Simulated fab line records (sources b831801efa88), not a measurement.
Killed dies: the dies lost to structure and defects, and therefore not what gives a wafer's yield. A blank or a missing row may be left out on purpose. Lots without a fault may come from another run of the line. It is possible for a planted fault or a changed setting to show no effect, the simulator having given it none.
Matching of chambers || flow gf180mcu || GF_CONTACT_CVD_02 on pecvd-03: 3 sister chambers
The step deposits SiO2 from TEOS, target thk 860 nm, time 95.992 s. 6 wafers are shown with their chamber, then 7 later ones without.

== WAFERS WITH THEIR CHAMBER ==
{"wafer": "L208.3", "chamber": 2, "heater-power-w (W)": 489}
{"wafer": "L210.5", "chamber": 2, "heater-power-w (W)": 479}
{"wafer": "L215.3", "chamber": 1, "heater-power-w (W)": 869}
{"wafer": "L215.5", "chamber": 1, "heater-power-w (W)": 668}
{"wafer": "L216.1", "chamber": 0, "heater-power-w (W)": 755}
{"wafer": "L216.4", "chamber": 0, "heater-power-w (W)": 782}

== WAFERS WITHOUT THEIR CHAMBER ==
{"wafer": "L216.6", "heater-power-w (W)": 679}
{"wafer": "L225.2", "heater-power-w (W)": 503}
{"wafer": "L225.3", "heater-power-w (W)": 798}
{"wafer": "L225.5", "heater-power-w (W)": 395}
{"wafer": "L228.1", "heater-power-w (W)": 428}
{"wafer": "L228.4", "heater-power-w (W)": 495}
{"wafer": "L228.5", "heater-power-w (W)": 773}

== WHICH CHAMBER EACH WENT THROUGH ==
{"wafer": "L216.6", "from the rows above": "can't be placed: 0 or 1 or 2", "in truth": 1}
{"wafer": "L225.2", "from the rows above": 2, "in truth": 2}
{"wafer": "L225.3", "from the rows above": "can't be placed: 0 or 1", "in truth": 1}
{"wafer": "L225.5", "from the rows above": 2, "in truth": 2}
{"wafer": "L228.1", "from the rows above": 2, "in truth": 2}
{"wafer": "L228.4", "from the rows above": 2, "in truth": 2}
{"wafer": "L228.5", "from the rows above": "can't be placed: 0 or 1", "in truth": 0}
Correct placement for 4 of the 7. Not placeable from these rows: 3 (in 3, the candidates include the true chamber). 0 placed wrongly.
How it was worked out, from the rows above alone: a wafer's distance from a chamber is the root of the sum, over the readings, of the square of ((its reading less the chamber's mean) divided by the reading's scatter). If the next closest chamber is less than 2 further off than the closest, the wafer can't be placed; otherwise it belongs to the closest. Each chamber's mean is taken over the wafers shown for it. How the scatter is found: for the shown wafers, subtract from each reading the mean of its chamber, square and add these, divide the total by (wafers less chambers), then take the root.
